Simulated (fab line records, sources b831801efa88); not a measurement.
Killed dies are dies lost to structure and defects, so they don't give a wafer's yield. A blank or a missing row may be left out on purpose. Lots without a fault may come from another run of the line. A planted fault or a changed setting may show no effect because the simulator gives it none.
fab line records | flow sky130
record lots=7 wafers=21 last_day=45
route steps=708 shown PWDE@52 NWELL@56 PAD_OPEN@708
lots that met no fault: from a run of the same line without faults
start_h: hours from the record's first day to the start of the lot's first wafer shown | wait_h: hours since the lot's step before | " the same as in the row above | L1.1+2: a row that stands for several wafers | - no value, or no start given | * or withheld: withheld | < > ~ a bound
route shown NAME@n: a module of which the file shows steps, and the number in the route of the first | usual: mean/standard deviation of fault-free wafers | same: alike in all rows | chamber/n: place in a boat | sites: the reading at each site | _std_site: their standard deviation | _edge_site: outer sites' mean less inner sites' | radius_mm: how far each site lies from the wafer's centre | mask NAME#n: copy n | behind: the tool/chamber that last shaped the wafer | hold: why the lot was held/for how many hours/how that ended | device: the transistor (n, p or np) that didn't switch | end of line: the same wafers' tests at the end of the route | a step without rows: its recipe alone | killed: dies lost to structure and defects at the first sort, not the wafer's yield | map: a wafer's dies, x killed, . not, _ none there
set.NAME: the setting as run; set.NAME@STEP: as run at that earlier step | model.NAME: the simulator's own value behind a step, which no gauge read
lots at some steps of the route; a table a step, a row a wafer
services: from which hour (start_h, from the record's first day; less than 0 if before it) a tool's chamber was out of use, for how many hours, and why
## steps
# step SKY_PWDE_OVL_MEAS_07
# usual PWDE_OVL=-1.2/1.4
# columns lot.wafer tool chamber start_h wait_h PWDE_OVL[nm]
L360.3 overlay-01 - 64.53 - -0.1
L360.4 " - " " -1.1
L360.5 " - " " 0.9
L361.1 overlay-02 - 73.58 - 0.3
L361.4 " - " " -1.1
L361.5 " - " " 0.5
L362.3 overlay-01 - 79.28 - -2.6
L362.4 " - " " -4.4
L362.6 " - " " -1.0
L363.1 overlay-02 - 86.23 - -2.5
L363.4 " - " " -1.8
L363.5 " - " " -2.1
L364.2 overlay-02 - 89.89 - -0.5
L364.5 " - " " 0.3
L364.6 " - " " -0.4
L365.1 overlay-01 - 97.43 - -2.6
L365.2 " - " " -0.8
L365.5 " - " " -2.2
L366.1 overlay-01 - 98.43 - -0.8
L366.2 " - " " -1.7
L366.5 " - " " -1.7
# step SKY_PWDE_IMPLANT_08
# recipe species=B energy_kev=150 dose_cm2=3.6e+12 tilt_deg=withheld
# step SKY_PWDE_STRIP_09
# recipe chemistry=O2/N2 power_w=1400 pressure_mtorr=1500 platen_temp_c=withheld o2_flow_sccm=3000 n2_flow_sccm=300 overash_fraction=0.5
# usual drypump_motor_current_A=5.83/0.1 oes_product_au=0.722/0.0046 strip_time_to_endpoint_s=36.97/0.095
# columns lot.wafer tool chamber start_h wait_h drypump_motor_current_A oes_product_au rf_hours_counter_h strip_time_to_endpoint_s
L360.3 plasma_asher-02 0 64.74 0.1 5.72 0.724 - 37.11
L360.4 " 1 " " 5.79 0.724 - 36.95
L360.5 " 0 " " 5.72 0.721 - 37.06
L361.1 plasma_asher-04 0 73.77 0.1 5.77 0.720 41 36.95
L361.4 " 1 " " 6.02 0.723 - 36.98
L361.5 " 0 " " 5.76 0.724 - 36.90
L362.3 plasma_asher-02 1 79.49 0.1 5.79 0.718 - 37.01
L362.4 " 0 " " 5.72 0.726 - 37.14
L362.6 " 1 " " 5.78 0.729 - 37.03
L363.1 plasma_asher-04 0 86.42 0.1 5.78 0.724 42 37.13
L363.4 " 0 " " 5.79 0.718 - 36.96
L363.5 " 1 " " 6.01 0.721 - 37.05
L364.2 plasma_asher-01 1 90.07 0.1 5.94 0.728 37 37.08
L364.5 " 1 " " 5.95 0.717 - 36.96
L364.6 " 0 " " 5.84 0.724 - 36.91
L365.1 plasma_asher-02 0 97.62 0.1 5.71 0.721 43 36.95
L365.2 " 1 " " 5.78 0.722 43 36.99
L365.5 " 0 " " 5.73 0.725 - 36.93
L366.1 plasma_asher-04 0 98.62 0.1 5.78 0.720 44 37.16
L366.2 " 1 " " 6.00 0.722 44 36.99
L366.5 " 0 " " 5.82 0.720 - 36.94
# step SKY_PWDE_TW_MEAS_10
# usual PWDE_TW=377.3/2.5
# columns lot.wafer tool chamber start_h wait_h PWDE_TW
L360.3 film_metro-04 - 64.83 0.1 375.9
L360.4 " - " " 375.6
L360.5 " - " " 375.5
L361.1 film_metro-01 - 73.87 0.1 379.1
L361.4 " - " " 380.4
L361.5 " - " " 380.3
L362.3 film_metro-01 - 79.58 0.1 383.9
L362.4 " - " " 382.5
L362.6 " - " " 380.2
L363.1 film_metro-04 - 86.52 0.1 376.7
L363.4 " - " " 376.0
L363.5 " - " " 375.1
L364.2 film_metro-04 - 90.18 0.1 373.2
L364.5 " - " " 374.0
L364.6 " - " " 374.1
L365.1 film_metro-04 - 97.72 0.1 376.9
L365.2 " - " " 379.1
L365.5 " - " " 378.3
L366.1 film_metro-04 - 98.72 0.1 378.3
L366.2 " - " " 376.3
L366.5 " - " " 378.6
# step SKY_NWELL_DEHYDRATE_03
# recipe temp_c=200 time_s=60
# step SKY_NWELL_HMDS_04
# recipe prime_time_s=60 prime_temp_c=120
# step SKY_NWELL_COAT_05
# recipe spin_rpm=2000 resist_thk_nm=3000
# step SKY_NWELL_SOFTBAKE_06
# recipe temp_c=110 time_s=withheld
# step SKY_NWELL_EXPOSE_07
# recipe mask_id=NWM na=0.6 source_shape=conventional sigma_outer=0.6 polarization=unpolarized target_cd_nm=840 dose_mj=255
# step SKY_NWELL_PEB_08
# recipe temp_c=115 time_s=withheld
# step SKY_NWELL_DEVELOP_09
# recipe wall_angle_deg=90 developer=TMAH develop_time_s=60 dev_temp_c=23
# step SKY_NWELL_OVL_MEAS_10
# usual NWELL_00_OVL=-1.1/1.1
# columns lot.wafer tool chamber start_h wait_h NWELL_00_OVL[nm]
L360.3 overlay-02 - 81.38 - -0.1
L360.4 " - " " -0.4
L360.5 " - " " -0.3
L361.1 overlay-01 - 90.88 - -1.9
L361.4 " - " " -1.6
L361.5 " - " " -2.4
L362.3 overlay-01 - 97.18 - 1.6
L362.4 " - " " -0.4
L362.6 " - " " -0.3
L363.1 overlay-02 - 103.82 - -1.3
L363.4 " - " " -1.5
L363.5 " - " " -2.0
L364.2 overlay-01 - 108.08 - -1.0
L364.5 " - " " 0.3
L364.6 " - " " 1.7
L365.1 overlay-01 - 115.22 - -0.3
L365.2 " - " " -1.4
L365.5 " - " " -1.3
L366.1 overlay-02 - 116.57 - -0.8
L366.2 " - " " -2.3
L366.5 " - " " -1.9
# step SKY_NWELL_IMPLANT_11
# recipe species=P energy_kev=400 dose_cm2=1.9e+13 tilt_deg=withheld
# usual implant_ion_amu=31/0
# columns lot.wafer tool chamber start_h wait_h implant_ion_amu model.implant.rp_nm model.implant.drp_nm
L360.3 implanter-03 0 81.46 0.1 31 495.4 116.9
L360.4 " 0 " " 31 495.4 116.9
L360.5 " 0 " " 31 495.4 116.9
L361.1 implanter-03 0 90.92 0.0 31 485.7 116.9
L361.4 " 0 " " 31 485.7 116.9
L361.5 " 0 " " 31 485.7 116.9
L362.3 implanter-03 0 97.26 0.1 31 511.6 116.9
L362.4 " 0 " " 31 511.6 116.9
L362.6 " 0 " " 31 511.6 116.9
L363.1 implanter-01 0 103.86 0.0 31 489.5 116.9
L363.4 " 0 " " 31 489.5 116.9
L363.5 " 0 " " 31 489.5 116.9
L364.2 implanter-01 0 108.13 0.0 75 228.5 74.43
L364.5 " 0 " " 75 228.5 74.43
L364.6 " 0 " " 75 228.5 74.43
L365.1 implanter-04 0 115.26 0.0 75 215.9 74.43
L365.2 " 0 " " 75 215.9 74.43
L365.5 " 0 " " 75 215.9 74.43
L366.1 implanter-04 0 116.61 0.0 75 223.8 74.43
L366.2 " 0 " " 75 223.8 74.43
L366.5 " 0 " " 75 223.8 74.43
# step SKY_NWELL_IMPLANT_12
# recipe species=P energy_kev=120 dose_cm2=1.3e+12 tilt_deg=withheld
# step SKY_NWELL_IMPLANT_13
# recipe species=P energy_kev=50 dose_cm2=7e+11 tilt_deg=withheld
# step SKY_NWELL_STRIP_14
# recipe chemistry=O2/N2 power_w=1400 pressure_mtorr=1500 platen_temp_c=withheld o2_flow_sccm=3000 n2_flow_sccm=300 overash_fraction=0.5
# usual drypump_motor_current_A=5.7/0.38 oes_product_au=0.722/0.0047 strip_time_to_endpoint_s=36.97/0.094
# columns lot.wafer tool chamber start_h wait_h drypump_motor_current_A oes_product_au rf_hours_counter_h strip_time_to_endpoint_s
L360.3 plasma_asher-01 1 81.89 0.1 5.9 0.722 - 37.04
L360.4 " 0 " " 5.9 0.716 - 36.90
L360.5 " 0 " " 5.8 0.723 - 37.00
L361.1 plasma_asher-01 1 91.37 0.1 5.9 0.725 37 36.86
L361.4 " 1 " " 5.9 0.717 - 36.80
L361.5 " 0 " " 5.8 0.720 - 36.86
L362.3 plasma_asher-01 0 97.69 0.1 5.8 0.719 - 37.02
L362.4 " 1 " " 5.9 0.717 - 36.86
L362.6 " 1 " " 5.9 0.724 - 37.05
L363.1 plasma_asher-01 0 104.31 0.1 5.8 0.711 39 37.15
L363.4 " 0 " " 5.8 0.723 - 37.02
L363.5 " 1 " " 5.9 0.719 - 36.99
L364.2 plasma_asher-03 1 108.56 0.1 5.8 0.723 29 36.92
L364.5 " 0 " " 4.9 0.720 - 36.99
L364.6 " 1 " " 5.8 0.722 - 36.93
L365.1 plasma_asher-01 0 115.71 0.1 5.8 0.721 40 36.95
L365.2 " 1 " " 5.9 0.718 40 36.92
L365.5 " 0 " " 5.9 0.722 - 36.87
L366.1 plasma_asher-03 0 117.06 0.1 4.9 0.723 30 36.92
L366.2 " 1 " " 5.8 0.730 30 36.93
L366.5 " 1 " " 5.8 0.720 - 36.92
# step SKY_NWELL_TW_MEAS_15
# usual NWELL_TW=1838/12
# columns lot.wafer tool chamber start_h wait_h hold NWELL_TW
L360.3 film_metro-01 - 81.98 0.1 - 1859
L360.4 " - " " - 1845
L360.5 " - " " - 1860
L361.1 film_metro-04 - 91.59 0.2 - 1824
L361.4 " - " " - 1821
L361.5 " - " " - 1833
L362.3 film_metro-01 - 97.78 0.1 - 1839
L362.4 " - " " - 1841
L362.6 " - " " - 1835
L363.1 film_metro-02 - 104.41 0.1 - 1841
L363.4 " - " " - 1856
L363.5 " - " " - 1855
L364.2 film_metro-04 - 108.67 0.1 await_dispo/0.2h/release 2819
L364.5 " - " " await_dispo/0.2h/release 2842
L364.6 " - " " await_dispo/0.2h/release 2823
L364.2 film_metro-04 - 108.89 0.2 - 2821
L364.5 " - " " - 2808
L364.6 " - " " - 2820
L365.1 film_metro-04 - 115.81 0.1 await_dispo/0.2h/release 2834
L365.2 " - " " await_dispo/0.2h/release 2834
L365.5 " - " " await_dispo/0.2h/release 2837
L365.1 film_metro-04 - 116.13 0.3 - 2834
L365.2 " - " " - 2836
L365.5 " - " " - 2816
L366.1 film_metro-04 - 117.16 0.1 await_dispo/0.2h/release 2840
L366.2 " - " " await_dispo/0.2h/release 2851
L366.5 " - " " await_dispo/0.2h/release 2843
L366.1 film_metro-04 - 117.38 0.2 - 2833
L366.2 " - " " - 2833
L366.5 " - " " - 2848
# step SKY_PAD_OPEN_PROBE_99
# usual defect_limited_yield=82.4/2.2 killed_at_M0_to_M3=44/7.7 killed_at_M4_up=3.2/1.7 killed_at_contacts=24/5.3 killed_at_front_end=15/4.3 killed_at_other=0.3/0.57 killed_dies=87/11 killed_open=47/7.4 killed_short=40/6.5 sort_bin_3_pad_short=0.8/0.4 sort_bin_5_function=10.5/1.6 sort_bin_6_memory=6.3/1.2 sort_n_pass=405/11 sort_yield_pct=82.4/2.2
# same gross_dies=492 killed_at_back_side=0 sort_bin_4_leakage[%]=0 sort_bin_8_speed[%]=0
# columns lot.wafer tool chamber start_h wait_h defect_limited_yield[%] killed_at_M0_to_M3 killed_at_M4_up killed_at_contacts killed_at_front_end killed_at_other killed_dies killed_open killed_short sort_bin_3_pad_short[%] sort_bin_5_function[%] sort_bin_6_memory[%] sort_n_pass sort_yield_pct[%]
L361.1 prober-01 - 1079.19 0.1 83.3 46 0 20 16 0 82 52 30 0.2 8.9 7.5 410 83.3
L361.4 prober-01 - 1079.34 0.2 78.3 60 5 24 18 0 107 62 44 1.0 12.2 8.5 385 78.3
L361.5 prober-01 - 1079.39 0.2 88.4 27 3 14 13 0 57 26 31 0.6 6.7 4.3 435 88.4
L362.3 prober-02 - 1090.83 0.2 80.7 54 3 19 18 1 95 56 39 1.2 11.4 6.7 397 80.7
L362.4 prober-02 - 1090.88 0.2 87.8 33 1 15 10 1 60 29 31 0.6 8.7 2.8 432 87.8
L362.6 prober-02 - 1090.98 0.2 83.5 38 4 22 17 0 81 40 41 0.6 10.2 5.7 411 83.5
L363.1 prober-01 - 1091.20 0.1 77.4 50 1 38 22 0 111 57 54 0.8 14.2 7.5 381 77.4
L363.4 prober-01 - 1091.35 0.2 82.3 42 2 30 13 0 87 42 45 1.4 10.2 6.1 405 82.3
L363.5 prober-01 - 1091.40 0.2 80.5 52 6 22 16 0 96 56 40 0.6 11.0 7.9 396 80.5
# killed by level:class
L361.1 CONTACT:geometric_particle:open=11 VIA3:geometric_particle:open=10 VIA2:geometric_particle:open=8 METAL1:geometric_particle:short=6 VIA1:geometric_particle:open=6 POLY_GATE:geometric_particle:short=5 METAL2:geometric_particle:short=5 FIELD_ISO:geometric_particle:short=4
L361.4 VIA1:geometric_particle:open=18 VIA3:geometric_particle:open=11 LI_CONTACT:geometric_particle:open=7 CONTACT:geometric_particle:open=7 VIA2:geometric_particle:open=7 METAL3:geometric_particle:short=6 FIELD_ISO:geometric_particle:short=5 FIELD_ISO:geometric_particle:open=5
L361.5 CONTACT:geometric_particle:open=7 VIA1:geometric_particle:short=7 METAL3:geometric_particle:short=5 FIELD_ISO:geometric_particle:open=3 VIA1:geometric_particle:open=3 LOCAL_INTERCONNECT:geometric_particle:short=3 CONTACT:geometric_particle:short=3 VIA2:geometric_particle:open=3
L362.3 VIA2:geometric_particle:open=13 VIA1:geometric_particle:open=12 VIA3:geometric_particle:open=12 LI_CONTACT:geometric_particle:open=6 VIA3:geometric_particle:short=5 POLY_GATE:geometric_particle:short=4 POLY_GATE:geometric_particle:open=4 CONTACT:geometric_particle:short=4
L362.4 VIA1:geometric_particle:open=6 METAL2:geometric_particle:short=6 CONTACT:geometric_particle:open=5 LOCAL_INTERCONNECT:geometric_particle:short=4 METAL1:geometric_particle:short=4 VIA2:geometric_particle:open=4 VIA3:geometric_particle:short=4 VIA3:geometric_particle:open=4
L362.6 CONTACT:geometric_particle:open=9 VIA1:geometric_particle:open=9 FIELD_ISO:geometric_particle:short=7 POLY_GATE:geometric_particle:short=5 LI_CONTACT:geometric_particle:open=5 METAL2:geometric_particle:short=5 VIA3:geometric_particle:open=5 CONTACT:geometric_particle:short=4
L363.1 CONTACT:geometric_particle:open=14 CONTACT:geometric_particle:short=10 LI_CONTACT:geometric_particle:open=9 METAL1:geometric_particle:short=7 VIA1:geometric_particle:short=7 FIELD_ISO:geometric_particle:open=6 VIA3:geometric_particle:open=6 POLY_GATE:geometric_particle:open=5
L363.4 CONTACT:geometric_particle:open=9 VIA1:geometric_particle:open=9 METAL2:geometric_particle:short=8 LI_CONTACT:geometric_particle:open=7 CONTACT:geometric_particle:short=7 VIA1:geometric_particle:short=6 FIELD_ISO:geometric_particle:open=5 LI_CONTACT:geometric_particle:short=5
L363.5 VIA1:geometric_particle:open=13 FIELD_ISO:geometric_particle:open=9 VIA3:geometric_particle:open=8 CONTACT:geometric_particle:open=8 CONTACT:geometric_particle:short=6 VIA1:geometric_particle:short=6 VIA2:geometric_particle:open=5 METAL2:geometric_particle:short=5
## services
# columns tool chamber start_h hours kind
plasma_asher-03 - 60.67 6.4 repair
implanter-01 - 65.86 1.7 repair
implanter-04 - 74.75 0.7 repair
plasma_asher-03 - 88.68 14.6 pm
plasma_asher-02 - 108.75 9.0 pm
plasma_asher-02 0 108.75 9.0 vent_cycle
plasma_asher-02 1 108.75 9.0 vent_cycle
implanter-01 - 114.83 4.7 pm
## key
first_sign step=SKY_NWELL_IMPLANT_11 reading=implant_ion_amu direction=up sigmas=99+ usual=31 struck=75
effect step=SKY_NWELL_TW_MEAS_15 reading=visit direction=added
effect step=SKY_NWELL_TW_MEAS_15 reading=NWELL_TW direction=up sigmas=81 usual=1838 struck=2836
model_effect step=SKY_NWELL_IMPLANT_11 value=implant.rp_nm without=498.1 struck=222.8
met_at SKY_NWELL_IMPLANT_11
struck_wafers L364.2,L364.5,L364.6,L365.1,L365.2,L365.5,L366.1,L366.2,L366.5
scrapped_behind SKY_NWELL_TW_MEAS_15 L364.2,L364.5,L364.6,L365.1,L365.2,L365.5,L366.1,L366.2,L366.5
onset_between 103.86 108.13
fault kind=wrong_recipe_download tool=implanter-01,implanter-03,implanter-04 chamber=- onset_h=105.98 steps=SKY_NWELL_IMPLANT_11 wrong_recipe.not_listed=1
